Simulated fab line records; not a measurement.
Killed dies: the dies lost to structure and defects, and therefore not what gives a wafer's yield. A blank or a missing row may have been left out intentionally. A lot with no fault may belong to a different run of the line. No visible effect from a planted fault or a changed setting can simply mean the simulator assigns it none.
fab line records    flow gf180mcu
record: lots: 12  wafers: 36  last-day: 34
route steps=602 shown M1@330 V1@336
lots that met no fault: from a run of the same line without faults
start-h: the number of hours between the record's first day and the start of the first shown wafer of the lot    wait-h: hours elapsed since this lot's preceding step    " identical to the entry in the row above    L1.1+2: one row covering several wafers at once    - no value, or no start given    * or withheld: withheld    < > ~ a bound
route shown NAME@n: NAME is a module with steps in the file, n the number in the route of the first one    usual: mean/standard deviation of fault-free wafers    same: alike in all rows    chamber/n: place in a boat    sites: the reading at each site    _std_site: the standard deviation of these    _edge_site: outer sites' mean less inner sites'    radius-mm: for every site, how far away it sits from the centre of the wafer    mask NAME#n: copy n    behind: the most recent tool/chamber to have shaped the wafer    hold: reason for holding the lot/hours on hold/outcome of the hold    device: the n, p or np transistor that did not switch    end of line: tests of these same wafers at the route's end    for a step that has no rows: nothing shown but its recipe    killed: count of dies lost to structure and defects at first sort (not the wafer's yield)    map: per-die view of a wafer (x killed, . not killed, _ where there is no die)
set.NAME: the setting as run; set.NAME@STEP: as run at that earlier step    model.NAME: the simulator's own value behind a step, which no gauge read
steps of the route over a sample of lots; a table a step, a row a wafer
services: the hour from which a tool's chamber was out of use, counted from the record's first day as start-h (under 0 if before that day), plus the number of hours and why
== steps ==
step: GF_M1_OVL_MEAS_15
usual: M1_OVL: 4/4.9
lot.wafer  tool        chamber  start-h  wait-h  M1_OVL[nm]
L638.2     overlay-02  -        384.56   0.1     0
L638.5     "           -        "        "       1
L638.6     "           -        "        "       -3
L641.1     overlay-01  -        416.71   0.1     3
L641.5     "           -        "        "       6
L641.6     "           -        "        "       -6
L642.1     overlay-02  -        430.59   0.1     -2
L642.3     "           -        "        "       2
L642.6     "           -        "        "       -10
L644.2     overlay-02  -        445.89   0.1     -5
L644.3     "           -        "        "       6
L644.5     "           -        "        "       0
L645.1     overlay-02  -        455.44   0.1     -2
L645.4     "           -        "        "       -1
L645.6     "           -        "        "       -4
L646.1     overlay-02  -        466.01   0.1     5
L646.2     "           -        "        "       6
L646.3     "           -        "        "       -2
L649.2     overlay-02  -        489.54   0.1     2
L649.3     "           -        "        "       12
L649.5     "           -        "        "       6
L657.3     overlay-01  -        563.62   0.1     5
L657.4     "           -        "        "       9
L657.5     "           -        "        "       13
L658.3     overlay-01  -        564.25   0.1     0
L658.5     "           -        "        "       4
L658.6     "           -        "        "       5
L659.3     overlay-02  -        574.40   0.1     0
L659.5     "           -        "        "       -2
L659.6     "           -        "        "       3
L660.1     overlay-01  -        579.00   0.1     -2
L660.3     "           -        "        "       1
L660.5     "           -        "        "       4
L661.1     overlay-01  -        591.89   0.1     8
L661.2     "           -        "        "       3
L661.6     "           -        "        "       5
step: GF_V1_THK_MEAS_01
recipe: reads: SiO2_of_V1_CVD_00
usual: V1_CVD_00_THK: 602/6.4
lot.wafer  tool           chamber  start-h  wait-h  V1_CVD_00_THK[nm]
L638.2     film-metro-03  -        385.34   0.0     587
L638.5     "              -        "        "       592
L638.6     "              -        "        "       594
L641.1     film-metro-03  -        417.51   0.0     599
L641.5     "              -        "        "       593
L641.6     "              -        "        "       603
L642.1     film-metro-02  -        431.40   0.1     611
L642.3     "              -        "        "       611
L642.6     "              -        "        "       611
L644.2     film-metro-03  -        446.66   0.0     608
L644.3     "              -        "        "       600
L644.5     "              -        "        "       595
L645.1     film-metro-03  -        456.26   0.0     603
L645.4     "              -        "        "       599
L645.6     "              -        "        "       609
L646.1     film-metro-03  -        466.81   0.1     596
L646.2     "              -        "        "       596
L646.3     "              -        "        "       601
L649.2     film-metro-02  -        490.32   0.0     595
L649.3     "              -        "        "       606
L649.5     "              -        "        "       598
L657.3     film-metro-04  -        564.40   0.1     613
L657.4     "              -        "        "       597
L657.5     "              -        "        "       605
L658.3     film-metro-04  -        565.03   0.1     594
L658.5     "              -        "        "       601
L658.6     "              -        "        "       595
L659.3     film-metro-02  -        575.20   0.1     591
L659.5     "              -        "        "       597
L659.6     "              -        "        "       598
L660.1     film-metro-03  -        579.90   0.0     603
L660.3     "              -        "        "       597
L660.5     "              -        "        "       604
L661.1     film-metro-03  -        592.66   0.0     603
L661.2     "              -        "        "       610
L661.6     "              -        "        "       607
step: GF_V1_CVD_02
recipe: material: SiO2  target-thk-nm: 850  precursor: TEOS  temp-c: 400  time-s: 94.851  rf-w: 600
usual: heater-power-w: 684/110  rf-fwd-power-W: 596.0/2  susceptor-temp-C: 400.02/0.21
lot.wafer  tool      chamber  start-h  wait-h  heater-power-w  rf-fwd-power-W  susceptor-temp-C
L638.2     pecvd-04  1        385.39   0.0     442             597.0           400.05
L638.5     "         2        "        "       542             600.2           399.54
L638.6     "         1        "        "       488             597.1           399.84
L641.1     pecvd-02  0        417.57   0.1     743             593.2           400.30
L641.5     "         1        "        "       812             598.4           399.51
L641.6     "         2        "        "       645             596.5           400.03
L642.1     pecvd-02  2        431.46   0.1     791             596.1           400.23
L642.3     "         0        "        "       789             592.7           400.20
L642.6     "         1        "        "       849             597.1           399.93
L644.2     pecvd-04  1        446.71   0.0     448             594.8           400.21
L644.3     "         0        "        "       726             593.9           399.91
L644.5     "         1        "        "       478             595.2           400.12
L645.1     pecvd-01  0        456.32   0.1     690             597.0           400.80
L645.4     "         0        "        "       557             595.0           400.24
L645.6     "         2        "        "       653             593.2           400.15
L646.1     pecvd-02  2        466.87   0.1     739             596.2           400.03
L646.2     "         0        "        "       785             591.3           399.77
L646.3     "         1        "        "       771             597.2           399.92
L649.2     pecvd-02  0        490.37   0.0     791             597.8           400.54
L649.3     "         2        "        "       703             593.7           400.06
L649.5     "         1        "        "       741             595.0           400.26
L657.3     pecvd-04  1        564.44   0.0     462             595.7           399.95
L657.4     "         0        "        "       686             594.6           400.14
L657.5     "         2        "        "       613             600.0           400.07
L658.3     pecvd-02  1        565.07   0.0     726             830.7           400.27
L658.5     "         1        "        "       779             835.3           400.32
L658.6     "         0        "        "       643             833.2           400.01
L659.3     pecvd-02  2        575.24   0.0     669             838.7           399.76
L659.5     "         1        "        "       825             838.5           399.99
L659.6     "         2        "        "       711             836.4           400.23
L660.1     pecvd-02  0        579.96   0.1     700             833.6           399.86
L660.3     "         1        "        "       820             836.0           400.15
L660.5     "         2        "        "       652             837.2           400.05
L661.1     pecvd-01  1        592.72   0.1     592             593.1           399.56
L661.2     "         2        "        "       772             596.1           400.01
L661.6     "         1        "        "       633             596.1           399.77
step: GF_V1_THK_MEAS_03
recipe: reads: SiO2_of_V1_CVD_02
usual: V1_CVD_02_THK: 846/13
lot.wafer  tool           chamber  start-h  wait-h  V1_CVD_02_THK[nm]
L638.2     film-metro-04  -        385.47   0.0     851
L638.5     "              -        "        "       857
L638.6     "              -        "        "       858
L641.1     film-metro-04  -        417.64   0.0     829
L641.5     "              -        "        "       855
L641.6     "              -        "        "       852
L642.1     film-metro-03  -        431.53   0.0     827
L642.3     "              -        "        "       823
L642.6     "              -        "        "       834
L644.2     film-metro-02  -        446.79   0.0     836
L644.3     "              -        "        "       820
L644.5     "              -        "        "       848
L645.1     film-metro-04  -        456.42   0.1     844
L645.4     "              -        "        "       850
L645.6     "              -        "        "       852
L646.1     film-metro-02  -        466.94   0.0     842
L646.2     "              -        "        "       833
L646.3     "              -        "        "       840
L649.2     film-metro-03  -        490.45   0.0     816
L649.3     "              -        "        "       843
L649.5     "              -        "        "       853
L657.3     film-metro-02  -        564.52   0.1     862
L657.4     "              -        "        "       847
L657.5     "              -        "        "       848
L658.3     film-metro-04  -        565.16   0.1     926
L658.5     "              -        "        "       942
L658.6     "              -        "        "       946
L659.3     film-metro-03  -        575.33   0.1     927
L659.5     "              -        "        "       950
L659.6     "              -        "        "       955
L660.1     film-metro-02  -        580.03   0.0     928
L660.3     "              -        "        "       919
L660.5     "              -        "        "       937
L661.1     film-metro-02  -        592.79   0.0     829
L661.2     "              -        "        "       829
L661.6     "              -        "        "       853
step: GF_V1_CMP_04
recipe: material: SiO2  down-force-psi: 4  platen-rpm: 60  pad-velocity-m-s: 0.94248
usual: motor-current-A: 11.8/0.92  platen-rpm: 60.00/0.038  retaining-ring-pressure-frac: 1.000/0.0052  time-to-endpoint-s: 77/6.1
lot.wafer  tool    chamber  start-h  wait-h  motor-current-A  platen-rpm  retaining-ring-pressure-frac  time-to-endpoint-s
L638.2     cmp-01  2        385.57   0.1     12.6             60.02       0.995                         76
L638.5     "       1        "        "       12.2             59.98       0.998                         79
L638.6     "       2        "        "       12.9             60.01       0.996                         80
L641.1     cmp-01  2        417.85   0.2     12.7             59.98       0.993                         68
L641.6     "       3        "        "       10.7             60.00       1.007                         70
L641.5     "       0        "        "       12.0             59.99       0.995                         80
L642.1     cmp-02  1        431.69   0.1     12.3             59.92       1.001                         70
L642.3     "       2        "        "       12.7             60.05       1.009                         77
L642.6     "       0        "        "       10.4             60.06       1.013                         80
L644.2     cmp-02  1        446.84   0.0     12.3             60.02       0.995                         71
L644.3     "       3        "        "       10.2             59.99       1.000                         67
L644.5     "       2        "        "       12.8             59.96       1.002                         79
L645.1     cmp-01  3        456.58   0.1     10.6             60.03       0.992                         72
L645.4     "       0        "        "       11.8             59.98       0.996                         80
L645.6     "       2        "        "       12.8             60.02       0.995                         78
L646.1     cmp-01  1        467.00   0.1     11.4             59.96       1.002                         76
L646.2     "       2        "        "       13.1             60.01       1.003                         71
L646.3     "       3        "        "       10.5             60.02       1.003                         69
L649.3     cmp-01  1        490.50   0.0     11.8             60.00       1.014                         73
L649.2     "       2        "        "       12.2             60.02       0.994                         65
L649.5     "       1        "        "       12.5             59.95       1.007                         79
L657.3     cmp-02  0        564.81   0.3     11.5             60.04       0.998                         92
L657.4     "       1        "        "       11.8             60.03       0.998                         84
L657.5     "       1        "        "       11.8             60.02       1.002                         80
L658.3     cmp-02  1        565.35   0.2     11.8             60.04       1.000                         105
L658.5     "       2        "        "       12.1             60.07       1.005                         119
L658.6     "       3        "        "       10.8             59.97       1.003                         118
L659.3     cmp-02  3        575.37   0.0     10.3             59.98       0.994                         116
L659.6     "       3        "        "       10.8             59.95       0.989                         119
L659.5     "       0        "        "       10.9             59.98       0.990                         121
L660.3     cmp-02  3        580.14   0.1     9.4              60.01       0.998                         104
L660.1     "       0        "        "       10.8             60.02       0.996                         108
L660.5     "       2        "        "       12.1             60.00       0.999                         116
L661.1     cmp-02  2        592.90   0.1     12.2             60.03       1.000                         77
L661.2     "       0        "        "       10.7             60.01       0.998                         74
L661.6     "       1        "        "       12.2             60.04       0.988                         79
step: GF_V1_OVL_MEAS_15
usual: V1_OVL: 4/5.6
lot.wafer  tool        chamber  start-h  wait-h  V1_OVL[nm]
L638.2     overlay-01  -        409.70   0.1     0
L638.5     "           -        "        "       2
L638.6     "           -        "        "       -2
L641.1     overlay-01  -        442.50   0.1     8
L641.5     "           -        "        "       4
L641.6     "           -        "        "       11
L642.1     overlay-02  -        456.79   0.1     13
L642.3     "           -        "        "       13
L642.6     "           -        "        "       20
L644.2     overlay-02  -        471.85   0.1     4
L644.3     "           -        "        "       -8
L644.5     "           -        "        "       -6
L645.1     overlay-01  -        481.86   0.1     3
L645.4     "           -        "        "       3
L645.6     "           -        "        "       4
L646.1     overlay-02  -        491.41   0.1     4
L646.2     "           -        "        "       1
L646.3     "           -        "        "       1
L649.2     overlay-02  -        514.40   0.1     11
L649.3     "           -        "        "       1
L649.5     "           -        "        "       11
L657.3     overlay-02  -        587.06   0.1     -2
L657.4     "           -        "        "       1
L657.5     "           -        "        "       1
L658.3     overlay-01  -        587.41   0.1     6
L658.5     "           -        "        "       0
L658.6     "           -        "        "       7
L659.3     overlay-02  -        597.22   0.1     9
L659.5     "           -        "        "       8
L659.6     "           -        "        "       9
L660.1     overlay-02  -        601.99   0.1     4
L660.3     "           -        "        "       7
L660.5     "           -        "        "       6
L661.1     overlay-02  -        613.20   0.1     1
L661.2     "           -        "        "       3
L661.6     "           -        "        "       7
== services ==
tool      chamber  start-h  hours  kind
pecvd-02  -        368.88   14.0   pm
pecvd-02  0        368.88   14.0   vent-cycle
pecvd-02  1        368.88   14.0   vent-cycle
pecvd-02  2        368.88   14.0   vent-cycle
pecvd-01  -        394.96   14.6   pm
cmp-02    -        404.14   4.0    pm
pecvd-02  0        441.13   16.9   repair
pecvd-01  -        449.48   1.8    repair
pecvd-01  1        450.95   11.5   repair
cmp-01    -        452.62   0.2    repair
cmp-01    -        462.24   1.6    repair
cmp-02    -        466.52   6.5    pm
pecvd-04  2        485.10   5.3    repair
pecvd-04  -        499.30   1.7    repair
cmp-02    -        500.81   3.5    repair
pecvd-02  -        510.76   0.7    repair
cmp-02    -        519.55   3.6    repair
pecvd-01  0        532.01   6.4    repair
pecvd-01  2        537.10   13.2   repair
cmp-01    -        562.74   6.3    pm
cmp-01    -        572.00   4.0    pm
cmp-02    -        590.50   1.2    repair
pecvd-04  -        591.12   14.0   pm
pecvd-02  2        592.92   17.0   repair
== key ==
first-sign: step: GF_V1_CVD_02  reading: rf-fwd-power-W  direction: up  sigmas: 99+  usual: 596.0  struck: 835.5
effect: step: GF_V1_THK_MEAS_03  reading: V1_CVD_02_THK  direction: up  sigmas: 7.2  usual: 846  struck: 937
effect: step: GF_V1_CMP_04  reading: time-to-endpoint-s  direction: up  sigmas: 6  usual: *  struck: *
met-at GF_V1_CVD_02
struck-lots L658,L659,L660
not-acting-at GF_M1_OVL_MEAS_15,GF_V1_THK_MEAS_01,GF_V1_OVL_MEAS_15
onset-between 490.37 565.07
fault: kind: process-parameter-drift  tool: pecvd-02  chamber: -  onset-h: 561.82  steps: GF_V1_CVD_02  channel: rf-w  offset: 240  shape: step  end-h: 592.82  acts-in: these-recipes-only  stated: 600
